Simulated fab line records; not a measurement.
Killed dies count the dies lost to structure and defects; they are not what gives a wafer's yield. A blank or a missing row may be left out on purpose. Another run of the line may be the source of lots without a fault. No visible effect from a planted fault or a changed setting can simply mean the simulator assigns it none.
fab line records ; flow sky130
record lots=6; wafers=18; last_day=50
route steps=708 shown VT_ADJUST_LVTN@116 VT_ADJUST_NCORE@119 VT_ADJUST_HVTR@131 PAD_OPEN@708
lots that met no fault: taken from a fault-free run of the same line
start_h: start of the lot's first displayed wafer, in hours after the record's first day ; wait_h: hours elapsed since this lot's preceding step ; " same as the row above ; L1.1+2: one row covering several wafers at once ; - either no value or no given start ; * or withheld: withheld ; < > ~ a bound
route shown NAME@n: names a module that has steps shown in the file, with the first one's number in the route ; usual: mean/standard deviation taken from wafers without a fault ; same: alike in all rows ; chamber/n: place in a boat ; sites: per-site readings ; _std_site: standard deviation across them ; _edge_site: outer sites' mean less inner sites' ; radius_mm: for every site, how far away it sits from the centre of the wafer ; mask NAME#n: copy n ; behind: tool/chamber where the wafer was last shaped ; hold: the reason the lot was held/the length of the hold in hours/how it ended ; device: which transistor (n, p or np) failed to switch ; end of line: at the end of the route, the tests of the same wafers ; for a step that has no rows: nothing shown but its recipe ; killed: the dies lost at the first sort to structure and to defects; this is not the yield of the wafer ; map: a wafer's dies, marking killed ones x, the rest . and places with no die _
set.NAME: the run value of the setting; set.NAME@STEP: its run value at that earlier step ; model.NAME: the simulator's own value behind a step, which no gauge read
certain route steps with their lots: each step a table, each wafer a row
services: when a tool's chamber went out of use (start_h, in hours from the record's first day, below 0 if earlier), for how many hours, and the reason
## steps
# step SKY_VT_ADJUST_LVTN_IMPLANT_19
# recipe species=B; energy_kev=30; dose_cm2=6.5e+11; tilt_deg=withheld
# step SKY_VT_ADJUST_LVTN_STRIP_20
# recipe chemistry=O2/N2; power_w=1400; pressure_mtorr=1500; platen_temp_c=withheld; o2_flow_sccm=3000; n2_flow_sccm=300; overash_fraction=0.5
# usual drypump_motor_current_A=5.4/0.43; n2_flow_sccm=299.9/0.86; oes_product_au=0.716/0.0045; strip_time_to_endpoint_s=14.18/0.037
lot.wafer;tool;chamber;start_h;wait_h;drypump_motor_current_A;n2_flow_sccm;oes_product_au;rf_hours_counter_h;strip_time_to_endpoint_s
L529.1;plasma_asher-04;1;177.46;0.1;5.7;300.5;0.720;49;14.16
L529.3;plasma_asher-04;1;177.46;0.1;5.7;299.6;0.724;-;14.18
L529.6;plasma_asher-04;0;177.46;0.1;5.6;298.8;0.715;-;14.18
L534.1;plasma_asher-04;0;212.95;0.1;5.6;300.4;0.720;53;14.25
L534.2;plasma_asher-04;1;212.95;0.1;5.7;300.3;0.718;53;14.24
L534.3;plasma_asher-04;1;212.95;0.1;5.7;299.6;0.716;-;14.22
L544.3;plasma_asher-02;0;281.28;0.1;6.1;300.7;0.715;-;14.23
L544.4;plasma_asher-02;1;281.28;0.1;5.5;301.3;0.718;-;14.25
L544.5;plasma_asher-02;1;281.28;0.1;5.5;299.9;0.711;-;14.22
L546.2;plasma_asher-04;1;290.41;0.1;5.7;300.1;0.719;60;14.21
L546.4;plasma_asher-04;1;290.41;0.1;5.8;300.5;0.716;-;14.10
L546.5;plasma_asher-04;0;290.41;0.1;5.6;299.7;0.719;-;14.16
L547.2;plasma_asher-03;1;295.35;0.1;5.0;299.9;0.719;17;14.16
L547.3;plasma_asher-03;0;295.35;0.1;4.8;298.6;0.716;-;14.16
L547.4;plasma_asher-03;1;295.35;0.1;5.0;300.0;0.724;-;14.17
L548.1;plasma_asher-03;0;302.95;0.1;4.8;299.8;0.711;18;14.18
L548.3;plasma_asher-03;0;302.95;0.1;4.9;300.6;0.712;-;14.17
L548.5;plasma_asher-03;0;302.95;0.1;4.9;301.7;0.715;-;14.20
# step SKY_VT_ADJUST_LVTN_TW_MEAS_21
# usual VT_ADJUST_LVTN_2_TW=187.7/1
lot.wafer;tool;chamber;start_h;wait_h;VT_ADJUST_LVTN_2_TW
L529.1;film_metro-03;-;177.56;0.1;185.5
L529.3;film_metro-03;-;177.56;0.1;186.5
L529.6;film_metro-03;-;177.56;0.1;186.7
L534.1;film_metro-02;-;213.05;0.1;186.8
L534.2;film_metro-02;-;213.05;0.1;189.1
L534.3;film_metro-02;-;213.05;0.1;187.6
L544.3;film_metro-02;-;281.37;0.1;187.8
L544.4;film_metro-02;-;281.37;0.1;189.5
L544.5;film_metro-02;-;281.37;0.1;187.9
L546.2;film_metro-02;-;290.52;0.1;188.8
L546.4;film_metro-02;-;290.52;0.1;189.3
L546.5;film_metro-02;-;290.52;0.1;188.1
L547.2;film_metro-03;-;295.46;0.1;187.1
L547.3;film_metro-03;-;295.46;0.1;187.0
L547.4;film_metro-03;-;295.46;0.1;187.8
L548.1;film_metro-03;-;303.05;0.1;187.5
L548.3;film_metro-03;-;303.05;0.1;187.8
L548.5;film_metro-03;-;303.05;0.1;187.3
# step SKY_VT_ADJUST_NCORE_DEHYDRATE_00
# recipe temp_c=200; time_s=60
# step SKY_VT_ADJUST_NCORE_HMDS_01
# recipe prime_time_s=60; prime_temp_c=120
# step SKY_VT_ADJUST_NCORE_COAT_02
# recipe resist=NOVOLAK; spin_rpm=3000; resist_thk_nm=1140
# step SKY_VT_ADJUST_NCORE_SOFTBAKE_03
# recipe temp_c=90; time_s=60; resist=NOVOLAK
# step SKY_VT_ADJUST_NCORE_EXPOSE_04
# recipe mask_id=LVTN_COMPLEMENT_THIN; na=0.6; source_shape=conventional; sigma_outer=0.6; polarization=unpolarized; target_cd_nm=380; dose_mj=139
# step SKY_VT_ADJUST_NCORE_PEB_05
# recipe temp_c=withheld; time_s=*; resist=NOVOLAK
# step SKY_VT_ADJUST_NCORE_DEVELOP_06
# recipe resist=NOVOLAK; developer=TMAH; develop_time_s=60; dev_temp_c=22.24
# step SKY_VT_ADJUST_NCORE_CD_MEAS_07
# recipe target_cd_nm=380
# usual cd_nm=379.7/2.6
lot.wafer;tool;chamber;start_h;wait_h;cd_nm
L529.1;cd_sem-02;-;196.61;0.1;381.7
L529.3;cd_sem-02;-;196.61;0.1;382.4
L529.6;cd_sem-02;-;196.61;0.1;381.0
L534.1;cd_sem-02;-;233.41;0.1;376.7
L534.2;cd_sem-02;-;233.41;0.1;378.8
L534.3;cd_sem-02;-;233.41;0.1;381.1
L544.3;cd_sem-02;-;305.16;0.1;383.9
L544.4;cd_sem-02;-;305.16;0.1;385.0
L544.5;cd_sem-02;-;305.16;0.1;384.5
L546.2;cd_sem-01;-;315.63;0.1;380.3
L546.4;cd_sem-01;-;315.63;0.1;380.1
L546.5;cd_sem-01;-;315.63;0.1;379.8
L547.2;cd_sem-02;-;320.78;0.1;379.7
L547.3;cd_sem-02;-;320.78;0.1;376.7
L547.4;cd_sem-02;-;320.78;0.1;379.0
L548.1;cd_sem-01;-;328.82;0.1;377.1
L548.3;cd_sem-01;-;328.82;0.1;377.9
L548.5;cd_sem-01;-;328.82;0.1;377.8
# step SKY_VT_ADJUST_NCORE_OVL_MEAS_08
# usual VT_ADJUST_NCORE_OVL=-0.5/1.2
lot.wafer;tool;chamber;start_h;wait_h;VT_ADJUST_NCORE_OVL[nm]
L529.1;overlay-01;-;196.73;0.1;1.4
L529.3;overlay-01;-;196.73;0.1;0.6
L529.6;overlay-01;-;196.73;0.1;-0.5
L534.1;overlay-02;-;233.53;0.1;0.0
L534.2;overlay-02;-;233.53;0.1;-1.5
L534.3;overlay-02;-;233.53;0.1;-1.9
L544.3;overlay-01;-;305.25;0.1;-1.0
L544.4;overlay-01;-;305.25;0.1;-1.9
L544.5;overlay-01;-;305.25;0.1;-1.8
L546.2;overlay-02;-;315.74;0.1;-0.8
L546.4;overlay-02;-;315.74;0.1;-0.9
L546.5;overlay-02;-;315.74;0.1;-1.1
L547.2;overlay-01;-;320.89;0.1;-2.3
L547.3;overlay-01;-;320.89;0.1;-0.8
L547.4;overlay-01;-;320.89;0.1;-1.0
L548.1;overlay-01;-;328.94;0.1;-0.5
L548.3;overlay-01;-;328.94;0.1;0.0
L548.5;overlay-01;-;328.94;0.1;-0.4
# step SKY_VT_ADJUST_NCORE_IMPLANT_09
# recipe species=B; energy_kev=10; dose_cm2=2.4e+12; tilt_deg=withheld
# usual dose_ions_cm2=2.4007e+12/2.9e+09; faraday_current_uA=13.52/0.25
lot.wafer;tool;chamber;start_h;wait_h;dose_ions_cm2;faraday_current_uA
L529.1;implanter-04;0;196.76;0.0;2.4004e+12;13.63
L529.3;implanter-04;0;196.76;0.0;2.3965e+12;13.48
L529.6;implanter-04;0;196.76;0.0;2.4025e+12;14.13
L534.1;implanter-03;0;233.56;0.0;2.3977e+12;13.30
L534.2;implanter-03;0;233.56;0.0;2.4041e+12;13.41
L534.3;implanter-03;0;233.56;0.0;2.402e+12;13.84
L544.3;implanter-03;0;305.33;0.1;3.8594e+12;21.85
L544.4;implanter-03;0;305.33;0.1;3.8567e+12;21.65
L544.5;implanter-03;0;305.33;0.1;3.8574e+12;22.14
L546.2;implanter-01;0;315.79;0.0;2.3968e+12;13.87
L546.4;implanter-01;0;315.79;0.0;2.4016e+12;13.90
L546.5;implanter-01;0;315.79;0.0;2.401e+12;13.58
L547.2;implanter-03;0;320.94;0.0;3.8576e+12;21.44
L547.3;implanter-03;0;320.94;0.0;3.8576e+12;22.01
L547.4;implanter-03;0;320.94;0.0;3.861e+12;21.23
L548.1;implanter-01;0;328.98;0.0;2.4001e+12;13.90
L548.3;implanter-01;0;328.98;0.0;2.4002e+12;13.42
L548.5;implanter-01;0;328.98;0.0;2.4041e+12;13.76
# step SKY_VT_ADJUST_NCORE_STRIP_10
# recipe chemistry=O2/N2; power_w=1400; pressure_mtorr=1500; platen_temp_c=withheld; o2_flow_sccm=3000; n2_flow_sccm=300; overash_fraction=0.5
# usual drypump_motor_current_A=5.77/0.21; n2_flow_sccm=300.0/0.94; oes_product_au=0.715/0.0045; strip_time_to_endpoint_s=14.17/0.036
lot.wafer;tool;chamber;start_h;wait_h;drypump_motor_current_A;n2_flow_sccm;oes_product_au;rf_hours_counter_h;strip_time_to_endpoint_s
L529.1;plasma_asher-02;0;196.91;0.1;6.08;300.8;0.719;52;14.11
L529.3;plasma_asher-02;0;196.91;0.1;6.11;300.9;0.712;-;14.10
L529.6;plasma_asher-02;0;196.91;0.1;6.08;300.7;0.714;-;14.12
L534.1;plasma_asher-01;1;233.71;0.1;5.73;299.6;0.709;41;14.12
L534.2;plasma_asher-01;0;233.71;0.1;5.99;300.0;0.717;41;14.16
L534.3;plasma_asher-01;1;233.71;0.1;5.75;300.4;0.709;-;14.16
L544.3;plasma_asher-02;0;305.46;0.1;6.08;299.4;0.711;-;14.17
L544.4;plasma_asher-02;1;305.46;0.1;5.46;298.5;0.711;-;14.14
L544.5;plasma_asher-02;1;305.46;0.1;5.47;299.5;0.714;-;14.19
L546.2;plasma_asher-01;1;315.92;0.1;5.76;299.5;0.712;48;14.15
L546.4;plasma_asher-01;1;315.92;0.1;5.77;300.6;0.722;-;14.14
L546.5;plasma_asher-01;0;315.92;0.1;6.00;298.8;0.715;-;14.10
L547.2;plasma_asher-04;0;321.07;0.1;5.61;300.8;0.724;63;14.15
L547.3;plasma_asher-04;1;321.07;0.1;5.74;301.2;0.711;-;14.16
L547.4;plasma_asher-04;0;321.07;0.1;5.63;300.1;0.715;-;14.13
L548.1;plasma_asher-04;0;329.13;0.1;5.64;299.8;0.718;64;14.20
L548.3;plasma_asher-04;1;329.13;0.1;5.69;299.2;0.719;-;14.15
L548.5;plasma_asher-04;1;329.13;0.1;5.71;299.6;0.717;-;14.17
# step SKY_VT_ADJUST_NCORE_TW_MEAS_11
# usual VT_ADJUST_NCORE_TW=218.0/1.3
lot.wafer;tool;chamber;start_h;wait_h;VT_ADJUST_NCORE_TW
L529.1;film_metro-03;-;197.01;0.1;217.7
L529.3;film_metro-03;-;197.01;0.1;217.2
L529.6;film_metro-03;-;197.01;0.1;217.9
L534.1;film_metro-04;-;233.81;0.1;220.2
L534.2;film_metro-04;-;233.81;0.1;219.7
L534.3;film_metro-04;-;233.81;0.1;220.2
L544.3;film_metro-01;-;305.55;0.1;251.7
L544.4;film_metro-01;-;305.55;0.1;249.6
L544.5;film_metro-01;-;305.55;0.1;249.9
L546.2;film_metro-03;-;316.03;0.1;217.1
L546.4;film_metro-03;-;316.03;0.1;219.1
L546.5;film_metro-03;-;316.03;0.1;217.4
L547.2;film_metro-03;-;321.18;0.1;247.6
L547.3;film_metro-03;-;321.18;0.1;248.3
L547.4;film_metro-03;-;321.18;0.1;247.5
L548.1;film_metro-03;-;329.23;0.1;217.0
L548.3;film_metro-03;-;329.23;0.1;218.1
L548.5;film_metro-03;-;329.23;0.1;217.4
# step SKY_VT_ADJUST_HVTR_DEHYDRATE_00
# recipe temp_c=200; time_s=60
# step SKY_PAD_OPEN_PROBE_99
# usual killed_at_M0_to_M3=43/7.1; killed_at_M4_up=3.0/1.9; killed_at_contacts=24/5; killed_at_front_end=15/4.3; killed_at_other=0.3/0.5; killed_dies=85/9.6; killed_open=46/7.1; killed_short=39/6.8
# same gross_dies=492; killed_at_back_side=0
lot.wafer;tool;chamber;start_h;wait_h;killed_at_M0_to_M3;killed_at_M4_up;killed_at_contacts;killed_at_front_end;killed_at_other;killed_dies;killed_open;killed_short
L529.1;prober-02;-;1094.67;0.1;41;4;22;16;0;83;48;35
L529.3;prober-02;-;1094.77;0.2;40;4;21;14;1;80;41;39
L529.6;prober-02;-;1094.92;0.2;39;2;20;13;0;74;41;33
L534.1;prober-02;-;1119.45;0.1;43;2;27;19;0;91;51;40
L534.2;prober-02;-;1119.50;0.1;52;5;31;19;0;107;52;55
L534.3;prober-02;-;1119.55;0.2;40;3;17;10;0;70;38;32
L546.2;prober-01;-;1177.29;0.1;42;3;29;21;0;95;51;44
L546.4;prober-01;-;1177.39;0.2;39;2;23;25;0;89;51;38
L546.5;prober-01;-;1177.44;0.2;46;2;24;17;0;89;44;45
L547.2;prober-02;-;1185.53;0.1;39;2;17;18;0;76;48;28
L547.3;prober-02;-;1185.58;0.2;43;8;23;7;0;81;39;42
L547.4;prober-02;-;1185.63;0.2;32;4;23;15;0;74;40;34
L548.1;prober-01;-;1189.49;0.1;40;1;23;10;2;76;34;42
L548.3;prober-01;-;1189.59;0.2;56;0;27;15;0;98;59;39
L548.5;prober-01;-;1189.69;0.2;49;3;21;12;1;86;46;40
# killed by level:class
L529.1 LI_CONTACT:geometric_particle:open=9 VIA1:geometric_particle:open=8 CONTACT:geometric_particle:open=8 VIA2:geometric_particle:open=7 VIA1:geometric_particle:short=5 FIELD_ISO:geometric_particle:short=4 POLY_GATE:geometric_particle:open=4 LOCAL_INTERCONNECT:geometric_particle:short=4
L529.3 VIA1:geometric_particle:open=16 CONTACT:geometric_particle:open=7 LOCAL_INTERCONNECT:geometric_particle:short=5 FIELD_ISO:geometric_particle:short=4 LI_CONTACT:geometric_particle:short=4 METAL4:geometric_particle:short=4 VIA3:geometric_particle:open=4 METAL2:geometric_particle:short=4
L529.6 LI_CONTACT:geometric_particle:open=10 METAL1:geometric_particle:short=8 VIA3:geometric_particle:open=7 FIELD_ISO:geometric_particle:open=5 CONTACT:geometric_particle:open=5 FIELD_ISO:geometric_particle:short=4 VIA1:geometric_particle:short=4 METAL2:geometric_particle:short=4
L534.1 VIA1:geometric_particle:open=12 CONTACT:geometric_particle:open=9 CONTACT:geometric_particle:short=7 METAL2:geometric_particle:short=6 VIA2:geometric_particle:short=6 VIA3:geometric_particle:open=6 POLY_GATE:geometric_particle:open=5 LI_CONTACT:geometric_particle:open=5
L534.2 VIA1:geometric_particle:open=13 VIA3:geometric_particle:open=12 LOCAL_INTERCONNECT:geometric_particle:short=10 LI_CONTACT:geometric_particle:open=8 VIA1:geometric_particle:short=7 FIELD_ISO:geometric_particle:short=6 POLY_GATE:geometric_particle:short=6 METAL1:geometric_particle:short=6
L534.3 VIA1:geometric_particle:open=13 CONTACT:geometric_particle:open=7 METAL2:geometric_particle:short=7 FIELD_ISO:geometric_particle:short=5 LI_CONTACT:geometric_particle:open=5 CONTACT:geometric_particle:short=4 METAL1:geometric_particle:short=3 VIA2:geometric_particle:short=3
L546.2 CONTACT:geometric_particle:short=12 VIA1:geometric_particle:open=11 CONTACT:geometric_particle:open=9 VIA2:geometric_particle:open=8 POLY_GATE:geometric_particle:open=6 POLY_GATE:geometric_particle:short=6 METAL1:geometric_particle:short=5 VIA3:geometric_particle:open=5
L546.4 POLY_GATE:geometric_particle:open=9 POLY_GATE:geometric_particle:short=9 CONTACT:geometric_particle:open=9 LI_CONTACT:geometric_particle:open=7 VIA1:geometric_particle:short=6 VIA1:geometric_particle:open=6 VIA2:geometric_particle:open=6 VIA3:geometric_particle:open=6
L546.5 VIA1:geometric_particle:open=9 CONTACT:geometric_particle:open=9 METAL1:geometric_particle:short=7 CONTACT:geometric_particle:short=7 LI_CONTACT:geometric_particle:open=6 METAL2:geometric_particle:short=6 VIA1:geometric_particle:short=5 VIA3:geometric_particle:open=5
L547.2 VIA1:geometric_particle:open=12 CONTACT:geometric_particle:open=9 METAL1:geometric_particle:short=7 VIA3:geometric_particle:open=6 FIELD_ISO:geometric_particle:short=4 POLY_GATE:geometric_particle:open=4 POLY_GATE:geometric_particle:short=4 LI_CONTACT:geometric_particle:open=4
L547.3 VIA2:geometric_particle:open=9 VIA1:geometric_particle:open=7 METAL2:geometric_particle:short=6 METAL4:geometric_particle:short=6 LI_CONTACT:geometric_particle:open=5 CONTACT:geometric_particle:short=5 CONTACT:geometric_particle:open=5 VIA2:geometric_particle:short=5
L547.4 CONTACT:geometric_particle:open=8 VIA1:geometric_particle:open=8 FIELD_ISO:geometric_particle:short=6 CONTACT:geometric_particle:short=6 VIA3:geometric_particle:open=6 LI_CONTACT:geometric_particle:open=5 VIA1:geometric_particle:short=5 FIELD_ISO:geometric_particle:open=4
L548.1 CONTACT:geometric_particle:open=8 VIA2:geometric_particle:open=7 CONTACT:geometric_particle:short=6 VIA1:geometric_particle:open=6 LI_CONTACT:geometric_particle:short=5 METAL1:geometric_particle:short=5 VIA3:geometric_particle:open=5 METAL2:geometric_particle:short=5
L548.3 VIA1:geometric_particle:open=16 CONTACT:geometric_particle:open=13 VIA1:geometric_particle:short=9 METAL2:geometric_particle:short=7 VIA3:geometric_particle:open=7 LI_CONTACT:geometric_particle:open=6 VIA2:geometric_particle:open=6 POLY_GATE:geometric_particle:open=4
L548.5 VIA1:geometric_particle:open=10 VIA2:geometric_particle:open=9 METAL2:geometric_particle:short=7 VIA1:geometric_particle:short=6 CONTACT:geometric_particle:open=6 LI_CONTACT:geometric_particle:open=5 CONTACT:geometric_particle:short=5 VIA2:geometric_particle:short=5
## services
tool;chamber;start_h;hours;kind
implanter-04;-;158.55;1.1;repair
implanter-04;-;159.67;3.5;pm
plasma_asher-02;-;167.08;0.9;repair
plasma_asher-03;-;171.04;0.9;repair
implanter-03;-;202.02;2.9;repair
implanter-04;-;223.69;1.8;repair
implanter-03;-;244.53;11.1;pm
plasma_asher-04;-;258.29;1.2;repair
plasma_asher-01;-;262.23;5.1;repair
plasma_asher-03;-;273.48;0.4;repair
implanter-04;-;277.15;3.6;repair
implanter-04;-;284.09;1.8;repair
implanter-03;-;295.72;2.9;repair
implanter-04;-;298.45;3.3;repair
implanter-01;-;299.41;6.6;pm
implanter-04;-;302.54;3.5;repair
plasma_asher-01;-;321.18;0.5;repair
## key
first_sign step=SKY_VT_ADJUST_NCORE_IMPLANT_09; reading=dose_ions_cm2; direction=up; sigmas=99+; usual=*; struck=*
effect step=SKY_VT_ADJUST_NCORE_IMPLANT_09; reading=faraday_current_uA; direction=up; sigmas=33; usual=13.52; struck=21.72
effect step=SKY_VT_ADJUST_NCORE_TW_MEAS_11; reading=VT_ADJUST_NCORE_TW; direction=up; sigmas=23; usual=218.0; struck=249.1
met_at SKY_VT_ADJUST_NCORE_IMPLANT_09
struck_wafers L544.3,L544.4,L544.5,L547.2,L547.3,L547.4
tester_left_out L544,L547
onset_between 233.56 305.33
fault kind=process_parameter_drift; tool=implanter-03; chamber=-; onset_h=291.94; steps=SKY_VT_ADJUST_NCORE_IMPLANT_09; channel=dose_cm2; offset=*; shape=step; end_h=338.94; acts_in=*; stated=*
# tester_left_out: of these lots the tester's yield and bins aren't shown, on N5 and GAA mostly nor the transistor test; their killed dies are dies lost to structure and defects alone, not to doping, threshold or leakage, so they don't give the yield
